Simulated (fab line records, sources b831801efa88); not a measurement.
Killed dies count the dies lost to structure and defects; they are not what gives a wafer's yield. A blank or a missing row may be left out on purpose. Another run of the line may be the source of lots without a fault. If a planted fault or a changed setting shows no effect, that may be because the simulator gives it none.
Which of the tools did it? / flow sky130 / Sampling: 6 lots, 18 wafers, 3 of 708 route steps

## WHAT EACH GAUGE READ, for each wafer
SKY_LDD_P_TW_MEAS_11.
lot=L576; measured=day 19 23:34; on=filmMetro-03; LDD_P_TW=646 650 646
lot=L578; measured=day 20 12:04; on=filmMetro-01; LDD_P_TW=629 632 626
lot=L587; measured=day 24 05:46; on=filmMetro-02; LDD_P_TW=638 639 641
lot=L589; measured=day 24 19:20; on=filmMetro-01; LDD_P_TW=627 630 626
lot=L591; measured=day 25 11:32; on=filmMetro-03; LDD_P_TW=650 652 646
lot=L596; measured=day 27 00:22; on=filmMetro-01; LDD_P_TW=628 627 630

## EACH LOT AND THE TOOL THAT RAN IT (in order: tool; ch and the chambers of the sampled wafers; start)
lot=L576; SKY_LDD_N_STRIP_16=plasmaAsher-01 ch 0,1, day 18 17:15; SKY_LDD_P_STRIP_10=plasmaAsher-01 ch 0,1, day 19 23:28
lot=L578; SKY_LDD_N_STRIP_16=plasmaAsher-02 ch 0,1, day 19 06:35; SKY_LDD_P_STRIP_10=plasmaAsher-01 ch 0,1, day 20 11:58
lot=L587; SKY_LDD_N_STRIP_16=plasmaAsher-03 ch 0,1, day 23 00:20; SKY_LDD_P_STRIP_10=plasmaAsher-01 ch 0,1, day 24 05:40
lot=L589; SKY_LDD_N_STRIP_16=plasmaAsher-03 ch 0,1, day 23 12:50; SKY_LDD_P_STRIP_10=plasmaAsher-04 ch 0,1, day 24 19:15
lot=L591; SKY_LDD_N_STRIP_16=plasmaAsher-02 ch 0,1, day 24 05:14; SKY_LDD_P_STRIP_10=plasmaAsher-01 ch 0,1, day 25 11:26
lot=L596; SKY_LDD_N_STRIP_16=plasmaAsher-01 ch 1, day 25 18:17; SKY_LDD_P_STRIP_10=plasmaAsher-03 ch 0,1, day 27 00:16
- SKY_LDD_N_STRIP_16: strips in O2/N2.
- SKY_LDD_P_STRIP_10: strips in O2/N2.

## THE ANSWER, worked out from the rows above alone
Rule: what is usual is taken from the lots themselves. The widest of any qualifying gaps counts: lots, ordered by their means at a reading, are off when they make up no more than a third of the lots, leave a main group of 4 or more, and stand apart from it by 3 or more times the standard deviation of that group's means. If all means in a main group match to the digits the tables above print for the reading, that group is not used. Also off: a lot with no number at a reading for which 4 or more lots have one. All remaining lots with rows at the step are treated as sound.
Nothing can be told from this: no lot is off at any reading shown.

## WHAT HAD BEEN PUT IN BY THE SIMULATOR
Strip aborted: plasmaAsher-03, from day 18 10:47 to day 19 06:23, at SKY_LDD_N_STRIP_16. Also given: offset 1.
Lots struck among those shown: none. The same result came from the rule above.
